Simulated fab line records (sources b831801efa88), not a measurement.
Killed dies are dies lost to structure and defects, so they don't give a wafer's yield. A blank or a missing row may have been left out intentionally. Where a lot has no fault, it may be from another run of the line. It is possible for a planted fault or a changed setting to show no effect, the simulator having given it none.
Comparing a struck lot with a sound one || flow sky130 || 14 out of 708 route steps
Sound: wafers L360.1, L360.3, L360.6. Struck: wafers L377.1, L377.2, L377.3. The cause is given at the end.
Order at every step that has rows: each side's tool, ch and its chambers, its first start. Under that, the readings that differ: sound wafers || struck wafers || difference of the means || sigmas: that difference in standard deviations of wafers without a fault.
alike: same words and numbers on both sides, and readings whose means sit less than 2 such deviations apart. not compared: any withheld reading, any reading some wafer has no value for, any bound like >300 that may hide the same value, and any number with overlapping values for which the record gives no deviation.
Wherever a step has rows on one side only, a row that says differs or no value, or a row with sigmas, the two part there. Non-overlapping numbers with no deviation appear without sigmas and do not part them. A reading missing from all wafers of one side parts the sides only when that side holds two or more wafers.

first, 3 steps without rows for these wafers: SKY_POLY_CUT_EXPOSE_05 (exposes mask NPCM, target cd 270 nm); SKY_POLY_CUT_PEB_06; SKY_POLY_CUT_DEVELOP_07 (develop time 60 s).
SKY_POLY_CUT_CD_MEAS_08: the cd target is 270 nm.
  sound on cdSem-01, day 25 13:08; struck on cdSem-02, day 31 11:03
  alike: cdNm
SKY_POLY_CUT_OVL_MEAS_09:
  sound on overlay-01, day 25 13:15; struck on overlay-02, day 31 11:10
  alike: POLY_CUT_OVL
SKY_POLY_CUT_ETCH_10: etches BARC in N2/H2, stops on SiO2, time 45.9 s, target depth 60 nm.
  sound on rieDiel-03 ch 0,3, day 25 13:17; struck on rieDiel-01 ch 0,1,3, day 31 11:12
  alike: drypumpMotorCurrentA, oesProductAu, throttleValvePct
  not compared: rfHoursCounterH
SKY_POLY_CUT_ETCH_11: etches Si3N4 in CF4/CH2F2/Ar, stops on poly-Si, time 42.5 s, target depth 60 nm.
  sound on rieDiel-03 ch 0,3, day 25 13:20; struck on rieDiel-01 ch 0,1,3, day 31 11:14
  alike: drypumpMotorCurrentA, oesProductAu, throttleValvePct
  not compared: rfHoursCounterH
SKY_POLY_CUT_STRIP_12: strips in O2/N2.
  sound on plasmaAsher-03 ch 0,1, day 25 13:22; struck on plasmaAsher-04 ch 0,1, day 31 11:17
  alike: drypumpMotorCurrentA, oesProductAu, stripTimeToEndpointS
  not compared: rfHoursCounterH
then, 4 steps without rows for these wafers: SKY_SD_P_DEHYDRATE_00 (time 60 s); SKY_SD_P_HMDS_01 (prime time 60 s); SKY_SD_P_COAT_02 (resist thk 1140 nm); SKY_SD_P_SOFTBAKE_03 (time 60 s).
SKY_SD_P_EXPOSE_04: exposes mask PSDM, target cd 380 nm.
  struck on ilineStepper-02, day 32 01:23; sound on ilineStepper-01 ch 0, day 26 03:27
  no value came back on the struck wafers for exposureDoseMJCm2, focusOffsetNm (nm), sigmaOuter; on the sound wafers exposureDoseMJCm2 reads 138.11 137.97 137.91
  alike: mask
next, for these wafers, 1 step has no rows: SKY_SD_P_PEB_05.

== WHERE THEY PART ==
SKY_SD_P_EXPOSE_04 only, going by this record.

WHY: the cause the simulator had injected
Entire step skipped (ilineStepper-02, SKY_SD_P_EXPOSE_04), from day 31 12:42 onward. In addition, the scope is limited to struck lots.
